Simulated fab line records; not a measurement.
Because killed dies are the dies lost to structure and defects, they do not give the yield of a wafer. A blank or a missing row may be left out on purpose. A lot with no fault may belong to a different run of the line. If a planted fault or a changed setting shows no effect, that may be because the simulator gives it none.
fab line records -- flow sky130
record: lots: 6, wafers: 18, last-day: 49
route steps=708 shown SONOS_ONO@175 GATE_OXIDE@187 PAD_OPEN@708
lots with no fault: from the same line, run without faults
start-h: start of the lot's first displayed wafer, in hours after the record's first day -- wait-h: time in hours since the lot's previous step -- " same as the row above -- L1.1+2: a row that stands for several wafers -- - no value, or no start given -- * or withheld: withheld -- < > ~ a bound
route shown NAME@n: names a module that has steps shown in the file, with the first one's number in the route -- usual: mean and standard deviation over wafers with no fault -- same: alike in all rows -- chamber/n: place in a boat -- sites: each site's reading -- _std_site: their standard deviation -- _edge_site: inner sites' mean taken away from outer sites' mean -- radius-mm: how far each site lies from the wafer's centre -- mask NAME#n: copy n -- behind: the last tool/chamber to shape the wafer -- hold: reason for holding the lot/hours on hold/outcome of the hold -- device: transistor that didn't switch, given as n, p or np -- end of line: the route-end tests of the same wafers -- a step without rows: its recipe alone -- killed: dies lost to structure and defects at the first sort, not the wafer's yield -- map: the dies of a wafer, with x for killed, . for not killed, _ for no die there
set.NAME: setting as actually run; set.NAME@STEP: the setting as run at that earlier step -- model.NAME: the simulator's own value behind a step, which no gauge read
lots at selected steps of the route; one table per step, one row per wafer
services: when a tool's chamber went out of use (start-h, in hours from the record's first day, below 0 if earlier), for how many hours, and the reason
== steps ==
step: SKY_SONOS_ONO_HMDS_07
recipe: prime-time-s: 60, prime-temp-c: 120
step: SKY_SONOS_ONO_COAT_08
recipe: resist: NOVOLAK, spin-rpm: 3000, resist-thk-nm: 1133
step: SKY_SONOS_ONO_SOFTBAKE_09
recipe: temp-c: 90, time-s: 60, resist: NOVOLAK
step: SKY_SONOS_ONO_EXPOSE_10
recipe: mask-id: ONOM, target-cd-nm: 410, na: 0.6, source-shape: conventional, sigma-outer: 0.6, dose-mj: 150
step: SKY_SONOS_ONO_PEB_11
recipe: temp-c: withheld, time-s: *, resist: NOVOLAK
step: SKY_SONOS_ONO_DEVELOP_12
recipe: develop-time-s: 60, dev-temp-c: 23
step: SKY_SONOS_ONO_CD_MEAS_13
recipe: target-cd-nm: 410
usual: cd-nm: 409.8/2.4
lot.wafer,tool,chamber,start-h,wait-h,cd-nm
L907.2,cd-sem-01,-,304.63,0.1,409.3
L907.3,cd-sem-01,-,304.63,0.1,408.5
L907.5,cd-sem-01,-,304.63,0.1,409.6
L908.1,cd-sem-02,-,308.18,0.1,409.2
L908.3,cd-sem-02,-,308.18,0.1,410.0
L908.6,cd-sem-02,-,308.18,0.1,409.0
L911.1,cd-sem-02,-,339.46,0.1,405.0
L911.2,cd-sem-02,-,339.46,0.1,408.6
L911.6,cd-sem-02,-,339.46,0.1,407.0
L912.1,cd-sem-02,-,345.21,0.1,408.0
L912.2,cd-sem-02,-,345.21,0.1,410.3
L912.5,cd-sem-02,-,345.21,0.1,411.8
L913.2,cd-sem-02,-,353.66,0.1,410.6
L913.3,cd-sem-02,-,353.66,0.1,410.0
L913.6,cd-sem-02,-,353.66,0.1,408.6
L924.1,cd-sem-01,-,440.46,0.1,411.8
L924.4,cd-sem-01,-,440.46,0.1,411.6
L924.5,cd-sem-01,-,440.46,0.1,411.4
step: SKY_SONOS_ONO_OVL_MEAS_14
usual: SONOS_ONO_OVL: -1.4/1.4
lot.wafer,tool,chamber,start-h,wait-h,SONOS_ONO_OVL[nm]
L907.2,overlay-02,-,304.74,0.1,-2.3
L907.3,overlay-02,-,304.74,0.1,-1.6
L907.5,overlay-02,-,304.74,0.1,-0.2
L908.1,overlay-02,-,308.30,0.1,-3.4
L908.3,overlay-02,-,308.30,0.1,-0.8
L908.6,overlay-02,-,308.30,0.1,-0.7
L911.1,overlay-02,-,339.58,0.1,-0.6
L911.2,overlay-02,-,339.58,0.1,-1.6
L911.6,overlay-02,-,339.58,0.1,-2.2
L912.1,overlay-01,-,345.33,0.1,-1.2
L912.2,overlay-01,-,345.33,0.1,0.1
L912.5,overlay-01,-,345.33,0.1,-1.3
L913.2,overlay-01,-,353.77,0.1,-2.3
L913.3,overlay-01,-,353.77,0.1,-3.3
L913.6,overlay-01,-,353.77,0.1,-2.3
L924.1,overlay-02,-,440.58,0.1,0.0
L924.4,overlay-02,-,440.58,0.1,-0.1
L924.5,overlay-02,-,440.58,0.1,-2.5
step: SKY_SONOS_ONO_ETCH_15
recipe: target-depth-nm: 19.52, chemistry: CHF3/O2, source-w: 600, bias-w: 200, pressure-mtorr: 40, chf3-flow-sccm: 50, O2_flow_sccm: 5, time-s: 7.8
usual: drypump-motor-current-A: 5.6/0.47, oes-product-au: 0.998/0.012, throttle-valve-pct: 8.824/0.0087
lot.wafer,tool,chamber,start-h,wait-h,drypump-motor-current-A,oes-product-au,rf-hours-counter-h,throttle-valve-pct
L907.2,rie-diel-04,3,304.77,0.0,5.0,0.993,26,8.809
L907.3,rie-diel-04,1,304.77,0.0,5.6,0.988,67,8.835
L907.5,rie-diel-04,2,304.77,0.0,5.7,0.992,-,8.810
L908.1,rie-diel-03,2,308.33,0.0,6.1,1.012,3,8.816
L908.3,rie-diel-03,3,308.33,0.0,5.1,1.006,47,8.825
L908.6,rie-diel-03,0,308.33,0.0,5.3,0.991,-,8.807
L911.1,rie-diel-01,3,339.62,0.0,5.6,0.977,53,8.828
L911.2,rie-diel-01,2,339.62,0.0,6.3,1.015,32,8.815
L911.6,rie-diel-01,0,339.62,0.0,5.8,0.977,-,8.825
L912.1,rie-diel-01,3,345.37,0.0,5.6,0.980,53,8.831
L912.2,rie-diel-01,0,345.37,0.0,5.8,0.982,67,8.829
L912.5,rie-diel-01,2,345.37,0.0,6.3,1.025,-,8.830
L913.2,rie-diel-01,1,353.80,0.0,5.2,1.004,10,8.828
L913.3,rie-diel-01,0,353.80,0.0,5.8,0.996,68,8.811
L913.6,rie-diel-01,0,353.80,0.0,5.8,0.986,-,8.828
L924.1,rie-diel-04,0,440.62,0.0,4.9,0.991,4,8.828
L924.4,rie-diel-04,3,440.62,0.0,5.0,1.002,29,8.819
L924.5,rie-diel-04,0,440.62,0.0,4.9,0.993,-,8.817
step: SKY_SONOS_ONO_WET_ETCH_16
recipe: chemistry: dHF, target-depth-nm: 14, dry: n2-spin, target: SiO2, dilution: 100:1, temp-c: 25, time-s: 280
step: SKY_SONOS_ONO_STRIP_17
recipe: chemistry: O2/N2, power-w: 1400, pressure-mtorr: 1500, platen-temp-c: withheld, o2-flow-sccm: 3000, n2-flow-sccm: 300, overash-fraction: 0.5
usual: drypump-motor-current-A: 5.7/0.71, n2-flow-sccm: 299.9/0.99, oes-product-au: 0.709/0.0046, strip-time-to-endpoint-s: 14.02/0.035
lot.wafer,tool,chamber,start-h,wait-h,drypump-motor-current-A,n2-flow-sccm,oes-product-au,rf-hours-counter-h,strip-time-to-endpoint-s
L907.2,plasma-asher-02,0,304.88,0.0,6.1,299.4,0.708,65,13.97
L907.3,plasma-asher-02,0,304.88,0.0,6.1,300.3,0.708,-,14.02
L907.5,plasma-asher-02,1,304.88,0.0,4.8,301.2,0.708,-,14.01
L908.1,plasma-asher-01,1,308.44,0.0,5.1,301.5,0.700,20,13.98
L908.3,plasma-asher-01,1,308.44,0.0,5.1,298.9,0.714,-,14.00
L908.6,plasma-asher-01,0,308.44,0.0,6.5,300.0,0.716,-,13.98
L911.1,plasma-asher-04,0,339.73,0.0,6.4,298.1,0.707,43,14.03
L911.2,plasma-asher-04,1,339.73,0.0,6.2,299.2,0.715,43,14.01
L911.6,plasma-asher-04,0,339.73,0.0,6.4,297.4,0.707,-,13.96
L912.1,plasma-asher-02,0,345.48,0.0,6.1,298.8,0.711,70,14.03
L912.2,plasma-asher-02,1,345.48,0.0,4.8,299.5,0.709,70,14.01
L912.5,plasma-asher-02,1,345.48,0.0,4.7,300.7,0.704,-,14.01
L913.2,plasma-asher-01,1,353.91,0.0,5.1,299.2,0.710,25,14.02
L913.3,plasma-asher-01,1,353.91,0.0,5.1,300.1,0.713,-,14.01
L913.6,plasma-asher-01,0,353.91,0.0,6.6,299.6,0.713,-,14.01
L924.1,plasma-asher-04,1,440.73,0.0,6.2,299.8,0.717,53,14.12
L924.4,plasma-asher-04,1,440.73,0.0,6.2,299.1,0.706,-,14.05
L924.5,plasma-asher-04,1,440.73,0.0,6.2,299.6,0.701,-,14.03
step: SKY_SONOS_ONO_WET_ETCH_18
recipe: chemistry: H3PO4, target-depth-nm: 15, target: Si3N4, temp-c: 160, time-s: 172
step: SKY_GATE_OXIDE_CLEAN_00
recipe: chemistry: SC1/SC2, mix: 1:4:20, temp-c: 70, time-s: 150, dry: n2-spin
usual: run-length-s: 178/3.6, temp-c: 70.03/0.12
lot.wafer,tool,chamber,start-h,wait-h,run-length-s,temp-c,model.SiO2_of_SONOS_ONO_CVD_04.thk-nm
L907.2,wet-bench-02,1,305.03,0.0,174,69.96,4.96
L907.3,wet-bench-02,1,305.03,0.0,174,70.12,4.886
L907.5,wet-bench-02,1,305.03,0.0,174,69.91,4.947
L908.1,wet-bench-04,1,308.60,0.0,174,69.79,5.074
L908.3,wet-bench-04,1,308.60,0.0,174,70.03,4.979
L908.6,wet-bench-04,1,308.60,0.0,174,70.05,5.045
L911.1,wet-bench-01,0,339.89,0.0,176,70.14,4.809
L911.2,wet-bench-01,0,339.89,0.0,176,69.89,4.795
L911.6,wet-bench-01,0,339.89,0.0,176,70.10,4.811
L912.1,wet-bench-02,1,345.63,0.0,59,70.09,5.476
L912.2,wet-bench-02,1,345.63,0.0,59,69.88,5.34
L912.5,wet-bench-02,1,345.63,0.0,59,69.99,5.501
L913.2,wet-bench-02,1,354.07,0.0,52,70.13,5.361
L913.3,wet-bench-02,1,354.07,0.0,52,69.87,5.381
L913.6,wet-bench-02,1,354.07,0.0,52,70.04,5.368
L924.1,wet-bench-04,1,440.89,0.0,183,69.93,4.762
L924.4,wet-bench-04,1,440.89,0.0,183,70.08,4.726
L924.5,wet-bench-04,1,440.89,0.0,183,69.98,4.716
step: SKY_GATE_OXIDE_OXIDATION_01
recipe: temp-c: 900, ambient: O2, stabilise-s: 600, purge-s: 300, target-thk-a: 102.68, ox-time-s: 1473
step: SKY_GATE_OXIDE_THK_MEAS_02
recipe: reads: SiO2_of_GATE_OXIDE_OXIDATION_01
usual: GATE_OXIDE_OXIDATION_00_THK: 10.40/0.17
lot.wafer,tool,chamber,start-h,wait-h,GATE_OXIDE_OXIDATION_00_THK[nm]
L907.2,film-metro-04,-,306.58,0.0,10.44
L907.3,film-metro-04,-,306.58,0.0,10.53
L907.5,film-metro-04,-,306.58,0.0,10.59
L908.1,film-metro-03,-,313.40,0.0,10.61
L908.3,film-metro-03,-,313.40,0.0,10.38
L908.6,film-metro-03,-,313.40,0.0,10.56
L911.1,film-metro-04,-,348.20,0.0,10.51
L911.2,film-metro-04,-,348.20,0.0,10.87
L911.6,film-metro-04,-,348.20,0.0,10.53
L912.1,film-metro-01,-,348.20,0.0,10.67
L912.2,film-metro-01,-,348.20,0.0,10.57
L912.5,film-metro-01,-,348.20,0.0,10.76
L913.2,film-metro-01,-,356.45,0.0,10.66
L913.3,film-metro-01,-,356.45,0.0,10.77
L913.6,film-metro-01,-,356.45,0.0,10.49
L924.1,film-metro-03,-,442.49,0.0,10.69
L924.4,film-metro-03,-,442.49,0.0,10.64
L924.5,film-metro-03,-,442.49,0.0,10.56
step: SKY_GATE_OXIDE_DEHYDRATE_03
recipe: temp-c: 200, time-s: 60
step: SKY_GATE_OXIDE_HMDS_04
recipe: prime-time-s: 60, prime-temp-c: 120
step: SKY_GATE_OXIDE_COAT_05
recipe: resist: NOVOLAK, spin-rpm: 3000, resist-thk-nm: 1140
step: SKY_GATE_OXIDE_SOFTBAKE_06
recipe: temp-c: 90, time-s: 60, resist: NOVOLAK
step: SKY_GATE_OXIDE_EXPOSE_07
recipe: mask-id: LVOM, na: 0.6, source-shape: conventional, sigma-outer: 0.6, polarization: unpolarized, target-cd-nm: 600, dose-mj: 170
step: SKY_GATE_OXIDE_PEB_08
recipe: temp-c: withheld, time-s: *, resist: NOVOLAK
step: SKY_GATE_OXIDE_DEVELOP_09
recipe: resist: NOVOLAK, developer: TMAH, develop-time-s: 60, dev-temp-c: 23
step: SKY_GATE_OXIDE_OVL_MEAS_10
usual: GATE_OXIDE_OVL: -1.5/1.3
lot.wafer,tool,chamber,start-h,wait-h,GATE_OXIDE_OVL[nm]
L907.2,overlay-01,-,331.51,0.1,-2.8
L907.3,overlay-01,-,331.51,0.1,-2.1
L907.5,overlay-01,-,331.51,0.1,-2.3
L908.1,overlay-01,-,338.60,0.1,-4.2
L908.3,overlay-01,-,338.60,0.1,-2.0
L908.6,overlay-01,-,338.60,0.1,-2.3
L911.1,overlay-01,-,375.96,0.1,-1.6
L911.2,overlay-01,-,375.96,0.1,-0.5
L911.6,overlay-01,-,375.96,0.1,-3.1
L912.1,overlay-02,-,376.53,0.1,-1.1
L912.2,overlay-02,-,376.53,0.1,0.0
L912.5,overlay-02,-,376.53,0.1,0.2
L913.2,overlay-01,-,384.31,0.1,-1.9
L913.3,overlay-01,-,384.31,0.1,-2.8
L913.6,overlay-01,-,384.31,0.1,-0.4
L924.1,overlay-01,-,473.70,0.1,-0.4
L924.4,overlay-01,-,473.70,0.1,-1.0
L924.5,overlay-01,-,473.70,0.1,-2.4
step: SKY_GATE_OXIDE_IMPLANT_11
recipe: species: B, energy-kev: 10, dose-cm2: 2.6e+12, tilt-deg: withheld
step: SKY_GATE_OXIDE_WET_ETCH_12
recipe: chemistry: dHF, target-depth-nm: 16.8, dry: n2-spin, target: SiO2, dilution: 100:1, temp-c: 25, time-s: 336
step: SKY_GATE_OXIDE_STRIP_13
recipe: chemistry: O2/N2, power-w: 1400, pressure-mtorr: 1500, platen-temp-c: withheld, o2-flow-sccm: 3000, n2-flow-sccm: 300, overash-fraction: 0.5
usual: drypump-motor-current-A: 5.7/0.65, n2-flow-sccm: 300.1/0.88, oes-product-au: 0.716/0.0044, strip-time-to-endpoint-s: 14.18/0.044
lot.wafer,tool,chamber,start-h,wait-h,drypump-motor-current-A,n2-flow-sccm,oes-product-au,rf-hours-counter-h,strip-time-to-endpoint-s
L907.2,plasma-asher-01,1,331.79,0.0,5.1,299.6,0.711,23,14.13
L907.3,plasma-asher-01,1,331.79,0.0,5.0,299.5,0.720,-,14.12
L907.5,plasma-asher-01,1,331.79,0.0,5.1,300.5,0.717,-,14.16
L908.1,plasma-asher-03,0,338.90,0.0,5.5,299.1,0.715,66,14.18
L908.3,plasma-asher-03,1,338.90,0.0,5.8,300.7,0.717,-,14.18
L908.6,plasma-asher-03,1,338.90,0.0,5.8,299.4,0.720,-,14.13
L911.1,plasma-asher-01,1,376.25,0.0,5.1,299.6,0.716,27,14.18
L911.2,plasma-asher-01,0,376.25,0.0,6.5,301.5,0.719,27,14.21
L911.6,plasma-asher-01,0,376.25,0.0,6.5,300.8,0.711,-,14.18
L912.1,plasma-asher-02,0,376.83,0.0,6.1,299.3,0.721,72,14.18
L912.2,plasma-asher-02,1,376.83,0.0,4.8,300.7,0.714,72,14.18
L912.5,plasma-asher-02,1,376.83,0.0,4.8,299.8,0.712,-,14.13
L913.2,plasma-asher-02,1,384.61,0.0,4.8,300.6,0.712,73,14.22
L913.3,plasma-asher-02,0,384.61,0.0,6.1,299.7,0.720,-,14.26
L913.6,plasma-asher-02,0,384.61,0.0,6.1,300.0,0.718,-,14.25
L924.1,plasma-asher-02,0,473.99,0.0,6.1,302.0,0.720,82,14.23
L924.4,plasma-asher-02,1,473.99,0.0,4.8,300.3,0.713,-,14.16
L924.5,plasma-asher-02,0,473.99,0.0,6.1,301.4,0.726,-,14.16
step: SKY_GATE_OXIDE_TW_MEAS_14
usual: GATE_OXIDE_TW: 224.0/2.4
lot.wafer,tool,chamber,start-h,wait-h,GATE_OXIDE_TW
L907.2,film-metro-03,-,331.90,0.1,222.3
L907.3,film-metro-03,-,331.90,0.1,221.2
L907.5,film-metro-03,-,331.90,0.1,221.7
L908.1,film-metro-04,-,339.00,0.1,225.5
L908.3,film-metro-04,-,339.00,0.1,224.8
L908.6,film-metro-04,-,339.00,0.1,225.0
L911.1,film-metro-03,-,376.35,0.1,219.7
L911.2,film-metro-03,-,376.35,0.1,219.8
L911.6,film-metro-03,-,376.35,0.1,220.2
L912.1,film-metro-03,-,376.93,0.1,219.8
L912.2,film-metro-03,-,376.93,0.1,221.1
L912.5,film-metro-03,-,376.93,0.1,221.3
L913.2,film-metro-04,-,384.72,0.1,226.7
L913.3,film-metro-04,-,384.72,0.1,225.0
L913.6,film-metro-04,-,384.72,0.1,225.5
L924.1,film-metro-03,-,474.09,0.1,223.3
L924.4,film-metro-03,-,474.09,0.1,223.0
L924.5,film-metro-03,-,474.09,0.1,223.7
step: SKY_GATE_OXIDE_CLEAN_15
recipe: chemistry: SC1/SC2, mix: 1:4:20, temp-c: 70, time-s: 150, dry: n2-spin
usual: run-length-s: 179/3.5, temp-c: 70.01/0.11
lot.wafer,tool,chamber,start-h,wait-h,run-length-s,temp-c,model.SiO2_of_SONOS_ONO_CVD_04.thk-nm
L907.2,wet-bench-04,0,331.95,0.0,182,70.00,4.283
L907.3,wet-bench-04,0,331.95,0.0,182,70.05,4.21
L907.5,wet-bench-04,0,331.95,0.0,182,70.10,4.268
L908.1,wet-bench-01,3,339.06,0.1,176,70.02,4.403
L908.3,wet-bench-01,3,339.06,0.1,176,69.91,4.312
L908.6,wet-bench-01,3,339.06,0.1,176,69.83,4.376
L911.1,wet-bench-04,1,376.41,0.1,174,69.92,4.141
L911.2,wet-bench-04,1,376.41,0.1,174,69.93,4.125
L911.6,wet-bench-04,1,376.41,0.1,174,69.82,4.144
L912.1,wet-bench-02,0,376.99,0.1,174,70.06,4.808
L912.2,wet-bench-02,0,376.99,0.1,174,69.85,4.669
L912.5,wet-bench-02,0,376.99,0.1,174,69.87,4.831
L913.2,wet-bench-02,0,384.77,0.0,181,70.04,4.673
L913.3,wet-bench-02,0,384.77,0.0,181,70.03,4.693
L913.6,wet-bench-02,0,384.77,0.0,181,69.85,4.679
L924.1,wet-bench-02,3,474.15,0.1,175,69.97,4.092
L924.4,wet-bench-02,3,474.15,0.1,175,69.99,4.057
L924.5,wet-bench-02,3,474.15,0.1,175,69.86,4.047
step: SKY_GATE_OXIDE_OXIDATION_16
recipe: temp-c: 800, ambient: O2, idle-temp-c: 700, ramp-up-c-per-min: 10, ramp-down-c-per-min: 3, stabilise-s: 600, purge-s: 300, target-thk-a: 35.7, ox-time-s: 1915
step: SKY_PAD_OPEN_PROBE_99
usual: killed_at_M0_to_M3: 43/6.6, killed_at_M4_up: 3.0/1.7, killed-at-contacts: 24/5.4, killed-at-front-end: 16/4.6, killed-at-other: 0.3/0.53, killed-dies: 87/9.7, killed-open: 47/7.3, killed-short: 39/6.5
same: gross-dies: 492, killed-at-back-side: 0
lot.wafer,tool,chamber,start-h,wait-h,killed_at_M0_to_M3,killed_at_M4_up,killed-at-contacts,killed-at-front-end,killed-at-other,killed-dies,killed-open,killed-short,model.etest.sonos-erased.drive-ua-um,model.etest.cap-thick-oxide.gate-bv-v,model.etest.cap-ono.gate-log10-a-cm2,model.etest.cap-ono.gate-bv-v,model.etest.cap-ono.tox-acc-nm,model.etest.cap-thick-oxide.gate-log10-a-cm2,model.etest.sonos-programmed.vt-v,model.etest.sonos-erased.vt-v
L907.2,prober-02,-,1095.81,0.1,36,3,28,22,1,90,39,51,177.2,16.18,-7.66,16.38,12.76,-7.353,1.553,-2.332
L907.3,prober-02,-,1095.86,0.2,47,5,30,17,0,99,57,42,218.4,15.66,-7.669,15.5,12.69,-7.441,1.577,-2.395
L907.5,prober-02,-,1095.96,0.2,55,3,26,20,0,104,50,54,209.5,15.96,-7.847,16.58,12.74,-7.509,1.511,-2.35
L908.1,prober-01,-,1096.98,0.1,39,4,25,16,0,84,47,37,180.8,16.1,-8.043,16.22,12.95,-7.609,1.433,-2.242
L908.3,prober-01,-,1097.08,0.2,44,3,25,28,0,100,51,49,216.4,15.5,-7.88,16.03,12.81,-7.264,1.516,-2.335
L908.6,prober-01,-,1097.23,0.2,46,3,22,19,1,91,47,44,186.1,15.74,-7.785,16.2,12.81,-7.475,1.498,-2.32
L911.1,prober-01,-,1128.89,0.1,40,1,20,20,0,81,46,35,168.7,15.93,-7.785,15.72,12.78,-7.473,1.581,-2.282
L911.2,prober-01,-,1128.94,0.1,43,1,22,18,1,85,45,40,183.7,15.9,-7.783,15.87,12.78,-7.844,1.579,-2.273
L911.6,prober-01,-,1129.14,0.2,32,2,32,9,0,75,42,33,203.7,15.07,-7.686,15.99,12.7,-7.423,1.599,-2.326
L912.1,prober-02,-,1131.41,0.1,34,5,23,11,0,73,35,38,144.4,13.51,-8.773,16.23,13.52,-7.127,1.155,-1.964
L912.2,prober-02,-,1131.46,0.1,54,4,20,22,0,100,53,47,181.9,13.51,-8.419,16.9,13.29,-7.027,1.286,-2.136
L912.5,prober-02,-,1131.61,0.2,45,1,23,20,0,89,56,33,163.5,13.6,-8.716,17.2,13.51,-7.105,1.182,-2.001
L913.2,prober-01,-,1132.73,0.1,40,3,22,15,0,80,41,39,178.1,13.83,-8.406,17.05,13.27,-7.154,1.278,-2.09
L913.3,prober-01,-,1132.78,0.2,44,3,21,15,0,83,47,36,179.9,14.13,-8.439,16.3,13.27,-7.395,1.266,-2.091
L913.6,prober-01,-,1132.93,0.2,32,4,25,23,1,85,48,37,176.3,13.46,-8.443,16.33,13.28,-6.95,1.329,-2.115
L924.1,prober-02,-,1183.56,0.1,44,3,19,15,0,81,46,35,194.6,16.11,-7.554,16.36,12.59,-7.602,1.615,-2.388
L924.4,prober-02,-,1183.71,0.2,52,3,26,20,0,101,58,40,191.5,15.98,-7.468,16.12,12.51,-7.52,1.636,-2.406
L924.5,prober-02,-,1183.76,0.2,43,2,11,24,0,80,50,30,222.1,16.34,-7.333,15.81,12.41,-7.553,1.673,-2.479
killed by level:class
L907.2 LOCAL_INTERCONNECT:geometric-particle:short=11 METAL1:geometric-particle:short=9 CONTACT:geometric-particle:open=7 FIELD_ISO:geometric-particle:short=5 FIELD_ISO:geometric-particle:open=5 CONTACT:geometric-particle:short=5 VIA1:geometric-particle:open=5 SPACER:geometric-particle:open=4
L907.3 CONTACT:geometric-particle:open=14 VIA1:geometric-particle:open=14 VIA2:geometric-particle:open=8 CONTACT:geometric-particle:short=7 VIA2:geometric-particle:short=6 POLY_GATE:geometric-particle:open=5 LI_CONTACT:geometric-particle:open=5 METAL2:geometric-particle:short=5
L907.5 CONTACT:geometric-particle:open=9 METAL2:geometric-particle:short=9 POLY_GATE:geometric-particle:short=8 VIA2:geometric-particle:open=8 VIA3:geometric-particle:open=8 LI_CONTACT:geometric-particle:open=7 CONTACT:geometric-particle:short=7 VIA1:geometric-particle:open=7
L908.1 VIA1:geometric-particle:open=11 LI_CONTACT:geometric-particle:open=11 METAL1:geometric-particle:short=7 CONTACT:geometric-particle:open=7 LOCAL_INTERCONNECT:geometric-particle:short=5 VIA2:geometric-particle:open=5 SPACER:geometric-particle:short=4 METAL2:geometric-particle:short=4
L908.3 FIELD_ISO:geometric-particle:open=8 LI_CONTACT:geometric-particle:open=8 VIA1:geometric-particle:open=8 POLY_GATE:geometric-particle:short=7 CONTACT:geometric-particle:open=7 METAL2:geometric-particle:short=7 VIA3:geometric-particle:open=7 LOCAL_INTERCONNECT:geometric-particle:short=6
L908.6 VIA1:geometric-particle:open=10 CONTACT:geometric-particle:open=7 CONTACT:geometric-particle:short=7 VIA1:geometric-particle:short=7 METAL1:geometric-particle:short=6 VIA3:geometric-particle:open=6 POLY_GATE:geometric-particle:open=5 LI_CONTACT:geometric-particle:open=5
L911.1 LI_CONTACT:geometric-particle:open=10 VIA1:geometric-particle:open=10 FIELD_ISO:geometric-particle:short=8 VIA3:geometric-particle:open=6 VIA2:geometric-particle:open=5 METAL2:geometric-particle:short=5 POLY_CUT:geometric-particle:open=4 VIA1:geometric-particle:short=4
L911.2 METAL1:geometric-particle:short=9 CONTACT:geometric-particle:open=7 LI_CONTACT:geometric-particle:open=6 VIA1:geometric-particle:open=6 VIA3:geometric-particle:open=6 FIELD_ISO:geometric-particle:open=5 POLY_GATE:geometric-particle:open=5 METAL3:geometric-particle:short=5
L911.6 CONTACT:geometric-particle:open=18 VIA1:geometric-particle:open=6 VIA2:geometric-particle:open=6 LI_CONTACT:geometric-particle:open=5 CONTACT:geometric-particle:short=4 POLY_GATE:geometric-particle:short=3 LOCAL_INTERCONNECT:geometric-particle:short=3 METAL1:geometric-particle:short=3
L912.1 VIA1:geometric-particle:open=11 CONTACT:geometric-particle:open=10 METAL1:geometric-particle:short=6 VIA1:geometric-particle:short=6 FIELD_ISO:geometric-particle:short=4 LI_CONTACT:geometric-particle:open=4 CONTACT:geometric-particle:short=4 METAL4:geometric-particle:short=4
L912.2 VIA1:geometric-particle:open=18 VIA1:geometric-particle:short=8 VIA3:geometric-particle:open=7 POLY_GATE:geometric-particle:open=6 METAL3:geometric-particle:short=6 POLY_GATE:geometric-particle:short=5 CONTACT:geometric-particle:short=5 CONTACT:geometric-particle:open=5
L912.5 CONTACT:geometric-particle:open=11 VIA1:geometric-particle:open=11 VIA3:geometric-particle:open=10 METAL1:geometric-particle:short=8 LOCAL_INTERCONNECT:geometric-particle:short=6 VIA2:geometric-particle:open=6 FIELD_ISO:geometric-particle:open=5 LI_CONTACT:geometric-particle:open=5
L913.2 VIA1:geometric-particle:open=10 CONTACT:geometric-particle:short=7 CONTACT:geometric-particle:open=7 METAL1:geometric-particle:short=7 FIELD_ISO:geometric-particle:short=6 VIA3:geometric-particle:open=5 POLY_GATE:geometric-particle:open=4 FIELD_ISO:geometric-particle:open=3
L913.3 VIA1:geometric-particle:open=13 LI_CONTACT:geometric-particle:open=8 VIA3:geometric-particle:open=8 CONTACT:geometric-particle:short=6 FIELD_ISO:geometric-particle:open=5 VIA1:geometric-particle:short=5 METAL2:geometric-particle:short=5 VIA2:geometric-particle:open=4
L913.6 VIA1:geometric-particle:open=10 FIELD_ISO:geometric-particle:open=7 POLY_GATE:geometric-particle:open=7 LI_CONTACT:geometric-particle:open=7 CONTACT:geometric-particle:open=6 CONTACT:geometric-particle:short=6 FIELD_ISO:geometric-particle:short=4 LOCAL_INTERCONNECT:geometric-particle:short=4
L924.1 VIA1:geometric-particle:open=8 LI_CONTACT:geometric-particle:open=7 VIA2:geometric-particle:open=7 POLY_GATE:geometric-particle:open=5 METAL2:geometric-particle:open=5 METAL2:geometric-particle:short=5 VIA3:geometric-particle:open=5 VIA2:geometric-particle:short=5
L924.4 CONTACT:geometric-particle:open=14 VIA1:geometric-particle:open=14 METAL2:geometric-particle:short=9 METAL1:geometric-particle:short=8 POLY_GATE:geometric-particle:open=6 VIA3:geometric-particle:open=6 FIELD_ISO:geometric-particle:open=4 LI_CONTACT:geometric-particle:open=4
L924.5 VIA1:geometric-particle:open=16 POLY_GATE:geometric-particle:open=8 VIA3:geometric-particle:open=8 POLY_GATE:geometric-particle:short=7 CONTACT:geometric-particle:open=6 VIA3:geometric-particle:short=4 VIA2:geometric-particle:open=4 FIELD_ISO:geometric-particle:short=3
== services ==
tool,chamber,start-h,hours,kind
rie-diel-01,2,299.64,7.2,repair
plasma-asher-04,-,307.60,28.1,pm
rie-diel-03,1,348.12,19.3,repair
plasma-asher-03,-,348.37,2.2,repair
rie-diel-01,2,350.96,7.2,repair
rie-diel-04,-,358.56,4.2,repair
plasma-asher-02,-,363.64,3.6,repair
rie-diel-01,2,379.15,2.3,repair
rie-diel-01,-,399.39,1.0,repair
rie-diel-01,-,400.42,4.0,pm
rie-diel-03,-,404.92,1.1,repair
rie-diel-04,2,405.58,17.9,repair
plasma-asher-03,-,421.25,9.0,pm
rie-diel-04,-,426.04,0.4,repair
plasma-asher-02,-,431.49,0.4,repair
rie-diel-04,-,447.37,2.8,pm
plasma-asher-02,-,449.20,8.6,repair
rie-diel-04,0,450.88,2.9,repair
rie-diel-03,-,453.68,0.9,repair
rie-diel-01,1,457.33,5.3,repair
rie-diel-03,1,457.64,4.5,repair
rie-diel-01,0,462.47,4.1,repair
plasma-asher-04,-,468.96,1.8,repair
plasma-asher-04,-,472.27,0.7,repair
== key ==
first-sign: step: SKY_GATE_OXIDE_CLEAN_00, reading: run-length-s, direction: down, sigmas: 34, usual: *, struck: *
effect none on later readings
model-effect: step: SKY_GATE_OXIDE_CLEAN_00, value: SiO2_of_SONOS_ONO_CVD_04.thk-nm, without: 4.844, struck: 5.405
model-effect: step: SKY_GATE_OXIDE_CLEAN_15, value: SiO2_of_SONOS_ONO_CVD_04.thk-nm, without: 4.165, struck: 4.725
model-effect: step: SKY_PAD_OPEN_PROBE_99, value: etest.sonos-erased.drive-ua-um, without: 201.3, struck: 170.7
met-at SKY_GATE_OXIDE_CLEAN_00
struck-wafers L912.1,L912.2,L912.5,L913.2,L913.3,L913.6
tester-left-out L912,L913
onset-between 305.03 345.63
fault: kind: process-parameter-drift, tool: wet-bench-02, chamber: -, onset-h: 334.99, steps: SKY_GATE_OXIDE_CLEAN_00, channel: time-s, offset: *, shape: step, end-h: 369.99, acts-in: *, stated: *
tester-left-out: of these lots the tester's yield and bins aren't shown, on N5 and GAA mostly nor the transistor test; their killed dies are dies lost to structure and defects alone, not to doping, threshold or leakage, so they don't give the yield
